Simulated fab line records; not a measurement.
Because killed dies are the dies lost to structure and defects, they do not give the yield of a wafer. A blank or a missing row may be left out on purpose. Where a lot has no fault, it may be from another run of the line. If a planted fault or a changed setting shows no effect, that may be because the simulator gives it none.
Problem report, 8D (eight disciplines) form, completed by code || flow sfq-line || the parts of the form that need people (team, actions taken, sign-off) are left out

## 1. WHAT IS WRONG
heater-power-total-W at SFQ_TRILAYER_I3_VIA_LITHO_PEB_088 reads a mean of 80.91 W on 1 wafer of 1 lot; wafers without a fault read 79.15 W with a standard deviation of 0.065. Relative to the usual mean, that is a shift of +27 standard deviations.
The step: peb time 60 s.
The first sign was on wafer L473.6 at day 56 15:20, on litho-track-03. The record holds 15 wafers of 5 lots with a number at this step. By rule, "out" or "out of limits" means more than 4 standard deviations away from the usual mean. All remaining wafers that have a number are taken as sound.

## 2. WHAT THIS IS AND IS NOT
{"question": "which readings at this step", "is": "heater-power-total-W", "is not": "-"}
{"question": "which lots", "is": "L473", "is not": "L459, L471, L478, L481"}
{"question": "which wafers of those lots", "is": "L473.6", "is not": "L473.2, L473.4"}
{"question": "read on which tools", "is": "litho-track-03", "is not": "litho-track-01, litho-track-04"}
{"question": "when", "is": "from day 56 15:20", "is not": "up to then (8 sound wafers); but 6 sound wafers of L478, L481 came after"}

## 3. WHAT RULES OUT EACH SUSPECT
Counting: any tool at a process step up to the reading remains a suspect provided it ran every lot that is out. Sound lots after the first of them don't rule it out here, since some wafers of a struck lot are sound.
- rie-metal-04 at SFQ_TRILAYER_M3_BARC_OPEN_METAL_ETCH_100 (etches BARC in O2, target depth 125 nm, time 41.7 s): kept. It ran the lot that is out, L473 (day 50 20:08).
- rie-metal-04 at SFQ_TRILAYER_M3_ETCH_METAL_ETCH_078 (etches Nb in Cl2/Ar, stops on SiO2, target depth 240 nm, time 120 s): kept. It ran the lot that is out, L473 (day 50 20:12).
- pecvd-01 at SFQ_TRILAYER_I3_DEP_PECVD_081 (deposits SiO2 from SiH4/N2O, time 111.11 s, target thk 500 nm): kept. It processed L473, the lot that is out, at day 50 21:06, and its most recent sound lot before then was L471 at day 49 23:34.
- cmp-02 at SFQ_TRILAYER_I3_CMP_CMP_082 (polishes SiO2): kept. It processed L473, the lot that is out, at day 50 23:03, and its most recent sound lot before then was L471 at day 50 04:03.
- film-metro-04 at SFQ_TRILAYER_I3_METRO_MEASURE_083: kept. It processed L473, the lot that is out, at day 51 01:22, and its most recent sound lot before then was L471 at day 50 07:10.
- litho-track-03 at SFQ_TRILAYER_I3_VIA_LITHO_PEB_088 (peb time 60 s): kept. It processed L473, the lot that is out, at day 56 15:20, and its most recent sound lot before then was L471 at day 55 16:04. Out on those wafers are its own readings of heater-power-total-W.
- The sound lot-mates ran in chamber 0 of pecvd-01 at SFQ_TRILAYER_I3_DEP_PECVD_081, but the wafers that are out ran in chamber 1.
- At SFQ_TRILAYER_I3_CMP_CMP_082, inside cmp-02: chamber 0 took the wafers that are out, while their sound lot-mates went through chambers 2, 3.
Left after counting: rie-metal-04 at SFQ_TRILAYER_M3_BARC_OPEN_METAL_ETCH_100, rie-metal-04 at SFQ_TRILAYER_M3_ETCH_METAL_ETCH_078, pecvd-01 at SFQ_TRILAYER_I3_DEP_PECVD_081, cmp-02 at SFQ_TRILAYER_I3_CMP_CMP_082, film-metro-04 at SFQ_TRILAYER_I3_METRO_MEASURE_083, litho-track-03 at SFQ_TRILAYER_I3_VIA_LITHO_PEB_088.

## 4. THE CAUSE (what the simulator had put in)
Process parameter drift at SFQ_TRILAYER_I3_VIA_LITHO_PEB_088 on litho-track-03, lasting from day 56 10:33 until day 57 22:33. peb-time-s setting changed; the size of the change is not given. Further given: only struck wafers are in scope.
Of the 6 suspects that counting leaves, this tool is one.

## 5. THE EFFECT CHAIN, in route order
Rows list readings where the struck wafers' mean (over those with a number) sits beyond 3 standard deviations from the usual. Only readings for which the record gives a usual standard deviation are gone through. hours: the time from each lot's start at the first step in this table that gives one to its start at this step, as a median over the lots. sigmas: the change in usual standard deviations.
{"hours": 0, "step": "SFQ_TRILAYER_I3_VIA_LITHO_PEB_088", "reading": "heater-power-total-W", "usual": "79.15 W", "on struck wafers": 80.91, "change": "+1.76", "sigmas": "+27"}
Its process steps:
- SFQ_TRILAYER_I3_VIA_LITHO_PEB_088: peb time 60 s.
At these later measuring or inspecting steps, every struck wafer for which the step has a row has a number for every such reading, and none has moved that far: SFQ_I3_OVL_MEAS_923.

## 6. HOW IT WOULD HAVE BEEN CAUGHT EARLIER
In this record no reading fell out of limits until day 56 15:20, 5 hours after the fault had begun at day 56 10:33.
